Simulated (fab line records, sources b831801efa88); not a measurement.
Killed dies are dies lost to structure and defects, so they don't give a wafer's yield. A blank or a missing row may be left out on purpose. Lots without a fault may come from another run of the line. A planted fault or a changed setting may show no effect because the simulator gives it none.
Which tool did it? | flow sky130 | 11 lots, 33 wafers sampled, at 1 step of a route of 708

WHAT THE GAUGES READ, wafer by wafer
SKY_SONOS_ONO_THK_MEAS_03.
lot  | measured     | on            | SONOS_ONO_CVD_02_THK (nm)
L192 | day 11 23:37 | film_metro-01 | 10.67 10.60 10.56
L194 | day 12 19:25 | film_metro-01 | 10.74 10.86 10.79
L196 | day 13 04:35 | film_metro-01 | 10.53 10.46 10.52
L198 | day 13 16:32 | film_metro-02 | 10.47 10.53 10.42
L199 | day 14 01:19 | film_metro-03 | 10.62 10.58 10.59
L200 | day 14 04:09 | film_metro-03 | 10.53 10.71 10.63
L207 | day 16 23:53 | film_metro-03 | 10.44 10.48 10.39
L208 | day 16 23:53 | film_metro-02 | 10.36 10.41 10.39
L210 | day 17 16:34 | film_metro-03 | 10.41 10.59 10.56
L211 | day 17 22:47 | film_metro-02 | 10.38 10.41 10.43
L213 | day 18 11:31 | film_metro-01 | 10.57 10.56 10.46

WHICH TOOL RAN EACH LOT (tool, then ch and the chambers of the sampled wafers, then the start)
The record holds no process step before these readings.

THE ANSWER, worked out from the rows above alone
Rule: what is usual is taken from the lots themselves. Put in order of their means at a reading, lots are off if they are a third of the lots or fewer, leave a main group of 4 or more, and stand apart from it by a gap of 3 or more times the standard deviation of the main group's means; of several such gaps the widest counts. A main group whose means are all the same, to the digits that the tables above print for the reading, isn't used. A lot without any number at a reading at which 4 lots or more have one is off too. The other lots that the step has rows for count as sound.
No lot is off at any reading shown: from this, nothing can be told.

WHAT THE SIMULATOR HAD PUT IN
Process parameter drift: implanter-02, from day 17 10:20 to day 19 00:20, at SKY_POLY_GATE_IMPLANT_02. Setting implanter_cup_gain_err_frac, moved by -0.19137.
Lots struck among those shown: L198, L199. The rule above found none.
